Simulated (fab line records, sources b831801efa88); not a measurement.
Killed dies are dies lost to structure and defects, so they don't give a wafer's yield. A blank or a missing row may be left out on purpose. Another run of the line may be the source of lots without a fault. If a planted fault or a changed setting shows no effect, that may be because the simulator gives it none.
The tool behind it: which one?	flow gf180mcu	36 wafers from 12 lots sampled at 5 of the route's 602 steps

## WHAT EACH GAUGE READ, for each wafer
GF_V5_OVL_MEAS_15.
lot	measured	on	V5_OVL (nm)
L075	day 27 18:11	overlay-02	-5 -4 1
L077	day 28 17:17	overlay-02	7 -1 5
L079	day 29 04:14	overlay-01	13 1 2
L081	day 30 02:16	overlay-02	2 6 -3
L083	day 30 10:50	overlay-02	0 -9 -6
L085	day 31 02:56	overlay-02	-6 -4 0
L087	day 31 04:52	overlay-02	-11 -17 -12
L089	day 32 02:43	overlay-02	-6 -7 8
L091	day 32 17:31	overlay-02	1 -2 -6
L095	day 33 12:02	overlay-02	-8 -3 -7
L096	day 33 13:19	overlay-02	2 0 5
L097	day 34 04:38	overlay-02	0 4 -1

## WHICH TOOL RAN EACH LOT (tool, then ch and the chambers of the sampled wafers, then the start)
lot	GF_V4_ETCH_17	GF_MIM_SPUTTER_00	GF_MIM_SPUTTER_02	GF_V5_CMP_04
L075	rie_diel-04 ch 1,2,3, day 25 01:08 or earlier	pvd_sputter-03, day 25 01:08	pvd_sputter-03, day 25 01:16	cmp-01 ch 2,3, day 26 21:30
L077	rie_diel-04 ch 2,3, day 26 01:20 or earlier	pvd_sputter-01, day 26 01:20	pvd_sputter-01, day 26 01:28	cmp-02 ch 1,2,3, day 27 20:51
L079	rie_diel-04 ch 2,3, day 26 16:26 or earlier	pvd_sputter-03, day 26 16:26	pvd_sputter-03, day 26 16:34	cmp-02 ch 0,2, day 28 09:44
L081	rie_diel-03 ch 1,2,3, day 27 15:05 or earlier	pvd_sputter-01, day 27 15:05	pvd_sputter-01, day 27 15:13	cmp-01 ch 0,2,3, day 29 06:33
L083	rie_diel-03 ch 0,1, day 27 22:19 or earlier	pvd_sputter-03, day 27 22:19	pvd_sputter-03, day 27 22:27	cmp-01 ch 1,2, day 29 15:20
L085	rie_diel-03 ch 0,1,3, day 28 16:03 or earlier	pvd_sputter-03, day 28 16:03	pvd_sputter-03, day 28 16:11	cmp-02 ch 1,2,3, day 30 07:49
L087	rie_diel-03 ch 0,1,2, day 28 19:47 or earlier	pvd_sputter-02, day 28 19:47	pvd_sputter-02, day 28 19:55	cmp-02 ch 2,3, day 30 10:34
L089	rie_diel-02 ch 1,2,3, day 29 18:04 or earlier	pvd_sputter-01, day 29 18:04	pvd_sputter-01, day 29 18:12	cmp-02 ch 0,1,3, day 31 08:30
L091	rie_diel-03 ch 1,3, day 30 10:34 or earlier	pvd_sputter-01, day 30 10:34	pvd_sputter-01, day 30 10:42	cmp-02 ch 1,3, day 32 00:24
L095	rie_diel-04 ch 0,1,3, day 31 07:10 or earlier	pvd_sputter-01, day 31 07:10	pvd_sputter-01, day 31 07:19	cmp-01 ch 0,1,3, day 32 19:10
L096	rie_diel-02 ch 0,1, day 31 08:52 or earlier	pvd_sputter-02, day 31 08:52	pvd_sputter-02, day 31 09:00	cmp-02 ch 0,1,3, day 32 21:07
L097	rie_diel-02 ch 0,1, day 32 00:58 or earlier	pvd_sputter-02, day 32 00:58	pvd_sputter-02, day 32 01:06	cmp-01 ch 0,1,3, day 33 12:18
- GF_V4_ETCH_17: etches SiO2 in C4F8/O2/Ar, stops on TiN, target depth 630 nm.
- GF_MIM_SPUTTER_00: material Ti, target thk 37.5 nm, time 150 s.
- GF_MIM_SPUTTER_02: material AlCu, target thk 450 nm, time 23.9 s.
- GF_V5_CMP_04: polishes SiO2.

## THE ANSWER, worked out from the rows above alone
Rule: usual is defined by the lots themselves. Put in order of their means at a reading, lots are off if they are a third of the lots or fewer, leave a main group of 4 or more, and stand apart from it by a gap of 3 or more times the standard deviation of the main group's means; of several such gaps the widest counts. If all means in a main group match to the digits the tables above print for the reading, that group is not used. Also off: a lot with no number at a reading for which 4 or more lots have one. All remaining lots with rows at the step are treated as sound.
Across all readings shown, no lot is off: no conclusion can be drawn from this.

## WHAT THE SIMULATOR PUT IN
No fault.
